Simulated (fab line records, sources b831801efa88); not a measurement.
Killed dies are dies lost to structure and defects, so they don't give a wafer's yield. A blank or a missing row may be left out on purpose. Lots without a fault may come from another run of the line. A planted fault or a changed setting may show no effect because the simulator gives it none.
Which tool did it? | flow sky130 | 24 lots, 72 wafers sampled, at 4 steps of a route of 708

WHAT THE GAUGES READ, wafer by wafer
SKY_METAL2_THK_MEAS_06: measures by xrf. Usual: METAL2_ALCU_THK 247 nm, standard deviation 3.7.
lot  | measured     | on            | METAL2_ALCU_THK (nm) | flag
L074 | day 35 01:43 | film_metro-01 | 245 243 245          |
L075 | day 35 03:56 | film_metro-01 | 245 244 248          |
L077 | day 35 04:58 | film_metro-03 | 245 246 248          |
L076 | day 35 05:50 | film_metro-02 | 247 244 241          |
L078 | day 37 01:55 | film_metro-01 | 247 245 245          |
L079 | day 37 02:56 | film_metro-03 | 247 245 251          |
L080 | day 37 03:15 | film_metro-01 | 245 243 240          |
L081 | day 37 04:05 | film_metro-01 | 251 251 250          |
L082 | day 37 05:15 | film_metro-02 | 247 245 247          |
L084 | day 37 11:49 | film_metro-02 | 248 248 245          |
L083 | day 37 14:48 | film_metro-02 | 239 242 241          |
L085 | day 37 15:38 | film_metro-02 | 244 248 246          |
L086 | day 37 16:19 | film_metro-03 | 247 253 252          |
L087 | day 38 02:49 | film_metro-01 | 246 248 246          |
L088 | day 38 15:25 | film_metro-03 | 250 246 250          |
L089 | day 38 17:12 | film_metro-01 | 241 246 252          |
L090 | day 39 07:29 | film_metro-03 | 250 246 253          |
L091 | day 39 11:56 | film_metro-03 | 248 245 247          |
L092 | day 39 15:03 | film_metro-03 | 249 245 245          |
L093 | day 40 06:53 | film_metro-03 | 253 254 251          |
L094 | day 40 08:11 | film_metro-01 | 248 246 244          |
L095 | day 40 18:44 | film_metro-02 | 242 240 246          |
L096 | day 40 22:44 | film_metro-02 | 242 248 246          |
L097 | day 41 04:26 | film_metro-01 | 240 244 245          |

SKY_CAPM_OVL_MEAS_12. Usual: CAPM_OVL -0.4 nm, standard deviation 1.2.
lot  | measured     | on         | CAPM_OVL (nm)  | flag
L074 | day 38 10:50 | overlay-02 | -1.4 -1.6 -1.7 |
L075 | day 38 12:31 | overlay-01 | 0.6 1.5 -0.6   |
L077 | day 38 13:04 | overlay-01 | 1.8 -0.3 -0.8  |
L076 | day 38 14:47 | overlay-01 | -1.3 -1.0 -1.2 |
L078 | day 40 08:16 | overlay-02 | -0.8 -1.5 0.0  |
L079 | day 40 08:34 | overlay-01 | -0.4 1.9 1.3   |
L080 | day 40 11:07 | overlay-01 | -0.3 -0.5 -0.8 |
L081 | day 40 10:40 | overlay-01 | 0.5 0.0 -1.9   |
L082 | day 40 11:34 | overlay-02 | -0.3 -2.0 -0.4 |
L084 | day 40 17:34 | overlay-02 | 0.6 -0.4 -0.5  |
L083 | day 40 21:10 | overlay-01 | 0.7 0.2 0.2    |
L085 | day 40 22:07 | overlay-02 | -1.5 -0.2 -1.6 |
L086 | day 40 22:14 | overlay-01 | -2.2 -0.4 0.9  |
L087 | day 41 08:56 | overlay-01 | 0.1 -0.2 1.8   |
L088 | day 41 19:13 | overlay-01 | -2.0 -3.2 -1.6 |
L089 | day 41 20:17 | overlay-01 | -1.2 -1.1 -1.6 |
L090 | day 42 11:25 | overlay-02 | 0.0 -1.4 -0.6  |
L091 | day 42 14:46 | overlay-02 | -2.6 -1.4 -1.0 |
L092 | day 42 18:31 | overlay-01 | 0.2 0.3 0.4    |
L093 | day 43 08:16 | overlay-02 | 0.9 2.8 1.3    |
L094 | day 43 10:59 | overlay-02 | -1.5 -0.7 -0.2 |
L095 | day 43 20:25 | overlay-01 | 2.3 0.1 0.6    |
L096 | day 43 21:52 | overlay-02 | -1.9 -1.4 0.1  |
L097 | day 44 04:43 | overlay-01 | 0.7 0.5 -0.6   |

SKY_VIA3_CD_MEAS_12: target cd 200 nm. Usual: cd_nm 199.5 nm, standard deviation 1.7.
lot  | measured     | on        | cd_nm (nm)        | flag
L074 | day 40 14:40 | cd_sem-01 | 198.9 198.2 199.3 |
L075 | day 40 15:37 | cd_sem-02 | 199.5 198.6 198.5 |
L077 | day 40 16:14 | cd_sem-02 | 199.9 201.7 200.5 |
L076 | day 40 17:43 | cd_sem-02 | 201.5 199.6 201.6 |
L078 | day 42 10:47 | cd_sem-02 | 198.7 197.8 200.0 |
L079 | day 42 10:49 | cd_sem-01 | 198.1 198.7 199.4 |
L080 | day 42 14:01 | cd_sem-01 | 197.8 196.6 197.6 |
L081 | day 42 12:52 | cd_sem-02 | 198.8 200.3 199.6 |
L082 | day 42 14:22 | cd_sem-02 | 199.8 200.3 199.8 |
L084 | day 42 19:35 | cd_sem-01 | 200.3 199.1 200.0 |
L083 | day 42 22:02 | cd_sem-02 | 199.6 198.5 198.8 |
L085 | day 42 23:10 | cd_sem-02 | 200.5 200.0 200.8 |
L086 | day 43 00:21 | cd_sem-01 | 197.3 198.7 198.0 |
L087 | day 43 09:23 | cd_sem-01 | 199.5 197.4 198.7 |
L088 | day 43 18:38 | cd_sem-01 | 197.9 195.9 198.5 |
L089 | day 43 19:50 | cd_sem-02 | 197.5 196.5 197.4 |
L090 | day 44 09:58 | cd_sem-01 | 199.4 198.8 200.6 |
L091 | day 44 12:58 | cd_sem-01 | 202.3 200.7 201.9 |
L092 | day 44 17:28 | cd_sem-01 | 201.9 202.8 201.1 |
L093 | day 45 06:19 | cd_sem-02 | 197.9 196.8 198.9 |
L094 | day 45 09:52 | cd_sem-01 | 200.4 199.0 200.3 |
L095 | day 45 19:07 | cd_sem-02 | 203.0 203.3 201.9 |
L096 | day 45 20:13 | cd_sem-02 | 200.1 199.0 199.4 |
L097 | day 46 02:05 | cd_sem-01 | 200.7 201.1 198.8 |

WHICH TOOL RAN EACH LOT (tool, then ch and the chambers of the sampled wafers, then the start)
lot  | SKY_METAL2_DESCUM_17
L074 | rie_metal-03 ch 0,1, day 36 04:13
L075 | rie_metal-02 ch 0,1, day 36 06:34
L077 | rie_metal-03 ch 0,1, day 36 07:13
L076 | rie_metal-01 ch 0,1, day 36 08:10
L078 | rie_metal-01 ch 0,1, day 38 03:22
L079 | rie_metal-02 ch 0,1, day 38 04:28
L080 | rie_metal-01 ch 0,1, day 38 04:49
L081 | rie_metal-03 ch 0,1, day 38 05:10
L082 | rie_metal-01 ch 0,1, day 38 06:55
L084 | rie_metal-01 ch 0,1, day 38 13:34
L083 | rie_metal-02 ch 0,1, day 38 16:49
L085 | rie_metal-03 ch 0,1, day 38 17:35
L086 | rie_metal-01 ch 0,1, day 38 17:59
L087 | rie_metal-02 ch 0,1, day 39 04:07
L088 | rie_metal-03 ch 1, day 39 16:13
L089 | rie_metal-03 ch 0,1, day 39 17:56
L090 | rie_metal-03 ch 0, day 40 07:49
L091 | rie_metal-01 ch 0,1, day 40 11:38
L092 | rie_metal-01 ch 0,1, day 40 15:25
L093 | rie_metal-03 ch 0,1, day 41 06:56
L094 | rie_metal-03 ch 0,1, day 41 08:41
L095 | rie_metal-02 ch 0, day 41 19:01
L096 | rie_metal-02 ch 0, day 41 22:46
L097 | rie_metal-02 ch 0, day 42 04:37
- SKY_METAL2_DESCUM_17: chemistry O2, time 8 s.

WHAT THE TOOLS THEMSELVES READ (means of the sampled wafers that have a number; where no wafer has one, the mark that the record gives instead)
SKY_METAL2_DESCUM_17. Usual: drypump_motor_current_A 5.6 A, standard deviation 0.65; oes_product_au 1.007 a.u., standard deviation 0.01.
lot  | tool         | drypump_motor_current_A (A) | oes_product_au (a.u.) | flag
L074 | rie_metal-03 | 5.2                         | 1.009                 |
L075 | rie_metal-02 | 6.2                         | 1.012                 |
L077 | rie_metal-03 | 5.8                         | 1.001                 |
L076 | rie_metal-01 | 5.3                         | 0.993                 |
L078 | rie_metal-01 | 5.3                         | 1.002                 |
L079 | rie_metal-02 | 6.2                         | 1.010                 |
L080 | rie_metal-01 | 5.2                         | 1.014                 |
L081 | rie_metal-03 | 5.2                         | 1.013                 |
L082 | rie_metal-01 | 5.3                         | 1.004                 |
L084 | rie_metal-01 | 5.3                         | 1.011                 |
L083 | rie_metal-02 | 6.2                         | 1.008                 |
L085 | rie_metal-03 | 5.7                         | 1.009                 |
L086 | rie_metal-01 | 5.3                         | 1.003                 |
L087 | rie_metal-02 | 6.2                         | 1.014                 |
L088 | rie_metal-03 | 6.2                         | 1.000                 |
L089 | rie_metal-03 | 5.2                         | 1.011                 |
L090 | rie_metal-03 | 4.7                         | 1.013                 |
L091 | rie_metal-01 | 5.3                         | 0.993                 |
L092 | rie_metal-01 | 5.3                         | 0.994                 |
L093 | rie_metal-03 | 5.2                         | 1.009                 |
L094 | rie_metal-03 | 5.2                         | 1.008                 |
L095 | rie_metal-02 | 6.4                         | 1.009                 |
L096 | rie_metal-02 | 6.4                         | 1.010                 |
L097 | rie_metal-02 | 6.4                         | 0.995                 |

THE ANSWER, worked out from the rows above alone
Rule: a lot is off if the mean of its wafers that have a number lies more than 3 standard deviations from the usual mean. A lot without any number at a reading at which 4 lots or more have one is off too. The other lots that the step has rows for count as sound. The gauges are gone through in route order, then the tools' own readings, and for those a lot's mean is taken as printed above. The first step at which some lot is off is used, and at that step the reading that is off furthest; a lot without a number counts as furthest.
No lot is off at any reading shown: from this, nothing can be told.

WHAT THE SIMULATOR HAD PUT IN
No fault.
